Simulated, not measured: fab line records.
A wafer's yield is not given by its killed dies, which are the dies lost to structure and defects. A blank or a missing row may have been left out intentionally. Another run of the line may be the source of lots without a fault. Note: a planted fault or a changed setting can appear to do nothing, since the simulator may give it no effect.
8D (eight disciplines) problem report, filled in by code / flow sky130 / the parts of the form that need people (team, actions taken, sign-off) are left out

## 1. PROBLEM STATEMENT
SPACER_CVD_00_THK at SKY_SPACER_THK_MEAS_01 reads a mean of 31.4 nm on 3 wafers of 1 lot; wafers without a fault read 42.9 nm with a standard deviation of 0.38. That puts it -30 standard deviations away from the usual mean.
The first sign was on wafer L349.2 at day 29 08:11, on film metro-03. The record holds 30 wafers of 10 lots with a number at this step. Rule for "out", or "out of limits": more than 4 standard deviations from the usual mean. The other wafers with a number count as sound.

## 2. WHAT IT IS; WHAT IT IS NOT
question=which readings at this step; is=SPACER_CVD_00_THK; is not=-
question=which lots; is=L349; is not=L336, L337, L338, L340, L341, L342, L343, L344, L345
question=which wafers of those lots; is=all that have a number; is not=-
question=read on which gauges; is=film metro-03; is not=film metro-01, film metro-02
question=when; is=from day 29 08:11; is not=up to then (27 sound wafers)

## 3. WHAT RULES OUT EACH SUSPECT
Counting: any tool at a process step up to the reading is kept as a suspect provided that every lot that is out went through it and no sound lot did after the first of them.
- ruled out: the gauge at SKY_SPACER_THK_MEAS_01. All the wafers that are out were read on film metro-03, but those of them that SKY_SPACER_CVD_00 has rows for are out there too, on other tools.
- plasma asher-01 at SKY_SONOS_ONO_STRIP_17 (strips in O2/N2): kept. It ran the lot that is out, L349 (day 18 18:57), and no sound lot after that; its last sound lot up to then is L342 (day 16 12:19).
- lpcvd-02 at SKY_SPACER_CVD_00 (deposits Si3N4 from DCS/NH3, target thk 43.1 nm, time 740 s): kept. It ran the lot that is out, L349 (day 29 06:22), and no sound lot after that; its last sound lot up to then is L345 (day 27 18:55). Its own spike tc bottom C, spike tc centre C, spike tc lower C, spike tc top C, spike tc upper C, susceptor temp C readings are out on those wafers.
What counting leaves: plasma asher-01 at SKY_SONOS_ONO_STRIP_17 and lpcvd-02 at SKY_SPACER_CVD_00.

## 4. THE CAUSE (what the simulator had put in)
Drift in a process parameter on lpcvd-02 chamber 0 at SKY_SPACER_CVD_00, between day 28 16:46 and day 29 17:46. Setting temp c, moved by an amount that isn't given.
Counting leaves 2 suspects; this tool is one of them.

## 5. SEQUENCE OF EFFECTS, ordered by route
Each row: a reading where the mean over the struck wafers with a number is more than 3 standard deviations away from the usual. Scope: only readings with a usual standard deviation given in the record; hours: median across lots of the time from each lot's start at the first step in this table that gives one to its start at this step; sigmas: change in usual standard deviations.
hours=0; step=SKY_SPACER_CVD_00; reading=spike tc bottom C; usual=787 C; on struck wafers=767; change=-20; sigmas=-5.6
hours=0; step=SKY_SPACER_CVD_00; reading=spike tc centre C; usual=769.9 C; on struck wafers=755.6; change=-14.3; sigmas=-12
hours=0; step=SKY_SPACER_CVD_00; reading=spike tc lower C; usual=770.4 C; on struck wafers=753.7; change=-16.7; sigmas=-14
hours=0; step=SKY_SPACER_CVD_00; reading=spike tc top C; usual=782.3 C; on struck wafers=766.3; change=-16.0; sigmas=-15
hours=0; step=SKY_SPACER_CVD_00; reading=spike tc upper C; usual=771.7 C; on struck wafers=754.1; change=-17.6; sigmas=-12
hours=0; step=SKY_SPACER_CVD_00; reading=susceptor temp C; usual=770.03 C; on struck wafers=754.49; change=-15.54; sigmas=-58
hours=0; step=SKY_SPACER_CVD_00; reading=zone power lower pct; usual=14.20 %; on struck wafers=13.56; change=-0.64; sigmas=-3.4
hours=0; step=SKY_SPACER_CVD_00; reading=zone power upper pct; usual=11.85 %; on struck wafers=11.34; change=-0.51; sigmas=-3.6
hours=2; step=SKY_SPACER_THK_MEAS_01; reading=SPACER_CVD_00_THK; usual=42.9 nm; on struck wafers=31.4; change=-11.5; sigmas=-30
hours=13; step=SKY_SPACER_ETCHBACK_02; reading=oes product au; usual=0.853 a.u.; on struck wafers=0.730; change=-0.123; sigmas=-20
It contains these process steps:
- SKY_SPACER_CVD_00: deposits Si3N4 from DCS/NH3, target thk 43.1 nm, time 740 s.
- SKY_SPACER_ETCHBACK_02: etches Si3N4 in CH3F/O2, stops on SiO2, time 46.7 s, target depth 45 nm.

## 6. HOW IT WOULD HAVE BEEN CAUGHT EARLIER
15 hours passed between the start of the fault at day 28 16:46 and the first reading out of limits at a measuring or inspecting step in this record, taken at day 29 08:11.
At SKY_SPACER_CVD_00, the tool's own readings (spike tc bottom C, spike tc centre C, spike tc lower C, spike tc top C, spike tc upper C, susceptor temp C) were out on each struck wafer the step has a row for, so an alarm limit on them would have fired on the first such wafer.
All the lots that are out (1) had begun SKY_SPACER_CVD_00 on lpcvd-02 by day 29 08:11. Had the tool been put on hold then, not one of them would have been saved.
